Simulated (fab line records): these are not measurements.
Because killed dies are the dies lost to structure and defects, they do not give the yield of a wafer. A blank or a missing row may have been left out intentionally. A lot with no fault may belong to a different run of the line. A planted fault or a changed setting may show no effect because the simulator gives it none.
Which tool is to blame? / flow sky130 / 13 lots with 39 wafers sampled at 2 steps, on a route of 708 steps

== WHAT THE GAUGES SHOWED, per wafer ==
SKY_VIA4_OVL_MEAS_11. Usual: for VIA4_OVL the level is 1.5 nm and the standard deviation is 1.6.
lot=L784; measured=day 42 15:55; on=overlay-02; VIA4_OVL (nm)=4.3 3.3 2.7; flag=
lot=L785; measured=day 42 17:58; on=overlay-02; VIA4_OVL (nm)=1.6 -0.2 0.6; flag=
lot=L788; measured=day 43 14:23; on=overlay-01; VIA4_OVL (nm)=0.5 0.7 -1.0; flag=
lot=L793; measured=day 45 06:50; on=overlay-02; VIA4_OVL (nm)=3.9 5.4 3.4; flag=
lot=L795; measured=day 46 00:43; on=overlay-01; VIA4_OVL (nm)=-1.4 0.8 0.0; flag=
lot=L796; measured=day 46 07:22; on=overlay-01; VIA4_OVL (nm)=0.9 1.4 2.1; flag=
lot=L797; measured=day 46 08:58; on=overlay-02; VIA4_OVL (nm)=0.4 1.7 1.7; flag=
lot=L798; measured=day 46 13:13; on=overlay-02; VIA4_OVL (nm)=-0.6 0.2 0.1; flag=
lot=L801; measured=day 47 07:40; on=overlay-01; VIA4_OVL (nm)=3.5 1.2 2.3; flag=
lot=L802; measured=day 47 12:51; on=overlay-02; VIA4_OVL (nm)=3.1 2.1 2.0; flag=
lot=L804; measured=day 48 02:05; on=overlay-02; VIA4_OVL (nm)=1.0 0.8 1.2; flag=
lot=L805; measured=day 48 04:01; on=overlay-01; VIA4_OVL (nm)=0.9 2.0 3.0; flag=
lot=L807; measured=day 48 18:25; on=overlay-02; VIA4_OVL (nm)=3.1 2.9 3.1; flag=

SKY_VIA4_RS_MEAS_19: uses a four-point probe to measure. Usual: for VIA4_W_RS the level is 0.224 ohm/sq and the standard deviation is 0.003.
lot=L784; measured=day 42 16:50; on=film-metro-04; VIA4_W_RS (ohm/sq)=0.226 0.222 0.220; flag=
lot=L785; measured=day 42 18:55; on=film-metro-04; VIA4_W_RS (ohm/sq)=0.222 0.227 0.228; flag=
lot=L788; measured=day 43 15:18; on=film-metro-04; VIA4_W_RS (ohm/sq)=0.221 0.224 0.225; flag=
lot=L793; measured=day 45 07:48; on=film-metro-04; VIA4_W_RS (ohm/sq)=0.227 0.222 0.219; flag=
lot=L795; measured=day 46 01:40; on=film-metro-04; VIA4_W_RS (ohm/sq)=0.226 0.222 0.222; flag=
lot=L796; measured=day 46 08:16; on=film-metro-04; VIA4_W_RS (ohm/sq)=0.221 0.223 0.221; flag=
lot=L797; measured=day 46 09:55; on=film-metro-01; VIA4_W_RS (ohm/sq)=0.218 0.226 0.219; flag=
lot=L798; measured=day 46 14:13; on=film-metro-01; VIA4_W_RS (ohm/sq)=0.227 0.224 0.227; flag=
lot=L801; measured=day 47 08:35; on=film-metro-03; VIA4_W_RS (ohm/sq)=0.223 0.228 0.222; flag=
lot=L802; measured=day 47 13:47; on=film-metro-04; VIA4_W_RS (ohm/sq)=0.224 0.217 0.225; flag=
lot=L804; measured=day 48 03:02; on=film-metro-04; VIA4_W_RS (ohm/sq)=0.225 0.222 0.226; flag=
lot=L805; measured=day 48 04:59; on=film-metro-01; VIA4_W_RS (ohm/sq)=0.228 0.219 0.226; flag=
lot=L807; measured=day 48 19:21; on=film-metro-04; VIA4_W_RS (ohm/sq)=0.223 0.222 0.219; flag=

== WHICH TOOL RAN EACH LOT (tool, then ch and the chambers of the sampled wafers, then the start) ==
There is no process step in the record ahead of these readings.

== AS READ BY THE TOOLS THEMSELVES (means over the sampled wafers that have a number; for cases with no such wafer, the mark the record gives instead) ==
The record holds no such reading with a usual standard deviation.

== THE ANSWER, worked out from the rows above alone ==
Rule: a lot is off if the mean of its wafers that have a number lies more than 3 standard deviations from the usual mean. Also off: a lot with no number at a reading for which 4 or more lots have one. All remaining lots with rows at the step are treated as sound. After the gauges, taken in route order, come the tools' own readings; for these a lot's mean is taken, as printed above. The first step at which some lot is off is used, and at that step the reading that is off furthest; a lot without a number counts as furthest.
Nothing can be told from this: no lot is off at any reading shown.

== WHAT HAD BEEN PUT IN BY THE SIMULATOR ==
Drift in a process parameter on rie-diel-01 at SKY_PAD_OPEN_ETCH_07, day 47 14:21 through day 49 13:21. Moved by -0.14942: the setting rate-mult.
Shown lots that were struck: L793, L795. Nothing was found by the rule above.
